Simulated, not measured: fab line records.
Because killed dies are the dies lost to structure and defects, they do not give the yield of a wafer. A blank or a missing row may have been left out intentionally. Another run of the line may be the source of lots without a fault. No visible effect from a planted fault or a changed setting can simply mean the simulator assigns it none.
Struck lot and sound lot, side by side -- flow sky130 -- 15 out of 708 route steps
Sound: these wafers, L959.1, L959.4, L959.6. Wafers L967.1, L967.2, L967.3 were the ones struck. At the end, the cause is stated.
For every step that has rows: the tool of each side, followed by ch and its chambers, followed by its first start. Under that, the readings that differ: sound wafers -- struck wafers -- difference of the means -- sigmas: that difference in standard deviations of wafers without a fault.
alike: a reading whose means differ by less than 2 such deviations, as well as words and numbers matching on both sides. not compared: withheld readings; readings where some wafer has no value; bounds like >300 that might hide an equal value; numbers whose values overlap and for which the record gives no deviation.
The two part at a step that has a row with sigmas, a row that says differs or no value, or rows on one side only. Non-overlapping numbers with no deviation appear without sigmas and do not part them. Lack of a reading on every wafer of one side parts them only where that side has two or more wafers.

SKY_VIA1_CMP_24: polishes, stops on SiO2, t overpolish 15 s, target thk 0 nm.
  sound on cmp-02 ch 0,3, day 34 21:13; struck on cmp-02 ch 1,2,3, day 37 05:20
  alike: head-pressure-psi, motor-current-A, overpolish-run-s, time-to-endpoint-s
SKY_METAL2_SPUTTER_00: material Ti, target thk 15 nm, time 10 s.
  struck on pvd-sputter-04, day 37 05:38; sound on pvd-sputter-04, day 34 21:31
  alike: throttle-valve-pct
then, 1 step without rows for these wafers: SKY_METAL2_SPUTTER_01 (material TiN, target thk 20 nm, time 16.7 s).
SKY_METAL2_SPUTTER_02: material AlCu, target thk 250 nm, time 13.3 s.
  struck on pvd-sputter-04, day 37 05:40; sound on pvd-sputter-04, day 34 21:34
  alike: throttle-valve-pct
SKY_METAL2_SPUTTER_03: material Ti, target thk 5 nm, time 3.3 s.
  struck on pvd-sputter-04, day 37 05:42; sound on pvd-sputter-04, day 34 21:36
  alike: throttle-valve-pct
SKY_METAL2_SPUTTER_04: material TiN, target thk 70 nm, time 58.3 s.
  struck on pvd-sputter-04, day 37 05:43; sound on pvd-sputter-04, day 34 21:37
  alike: throttle-valve-pct
SKY_METAL2_RS_MEAS_05: a four-point-probe measurement.
  struck on film-metro-02, day 37 05:46; sound on film-metro-03, day 34 21:40
reading,sound,struck,difference,sigmas
METAL2_ALCU_RS (ohm/sq),0.1287 0.1260 0.1260,0.1236 0.1242 0.1248,-0.0027,-2
SKY_METAL2_THK_MEAS_06: measures by xrf.
  struck on film-metro-02, day 37 05:53; sound on film-metro-03, day 34 21:47
  alike: METAL2_ALCU_THK
then, 4 steps without rows for these wafers: SKY_METAL2_DEHYDRATE_07 (time 60 s); SKY_METAL2_HMDS_08 (prime time 60 s); SKY_METAL2_COAT_09 (resist thk 60 nm); SKY_METAL2_COAT_10 (resist thk 450 nm).
SKY_METAL2_SOFTBAKE_11: time 90 s.
  sound on litho-track-04 ch 0, day 35 11:00; struck on litho-track-03 ch 0, day 37 18:00
reading,sound,struck,difference,sigmas
heater-power-total-W (W),57.49 57.50 57.47,60.28 59.85 60.01,+2.56,+20
run-length-s (s),118.92 118.99 119.02,107.23 106.94 106.98,-11.93,-60
  alike: chill-plate-temp-C, exhaust-pa
then, 1 step without rows for these wafers: SKY_METAL2_EXPOSE_12 (exposes mask MM2, target cd 140 nm).
-- the record jumps here: 11 days lie between the struck wafers' starts before and after (it left off in module METAL2 and takes up again in module PAD_OPEN, whose first step shown is number 708 of the route) --
SKY_PAD_OPEN_PROBE_99:
  struck on prober-02, day 48 09:12; sound on prober-01, day 46 11:14
  alike: defect-limited-yield, killed_at_M0_to_M3, killed_at_M4_up, killed-at-contacts, killed-at-front-end, killed-at-other, killed-dies, killed-open, killed-short, sort_bin_3_pad_short, sort_bin_5_function, sort_bin_6_memory, sort-n-pass, sort-yield-pct

== WHERE THEY PART ==
At SKY_METAL2_RS_MEAS_05 first; at SKY_METAL2_SOFTBAKE_11 last (within this record only). Later steps at which nothing parts them and some readings are alike: SKY_PAD_OPEN_PROBE_99.

WHY: what had been put in by the simulator
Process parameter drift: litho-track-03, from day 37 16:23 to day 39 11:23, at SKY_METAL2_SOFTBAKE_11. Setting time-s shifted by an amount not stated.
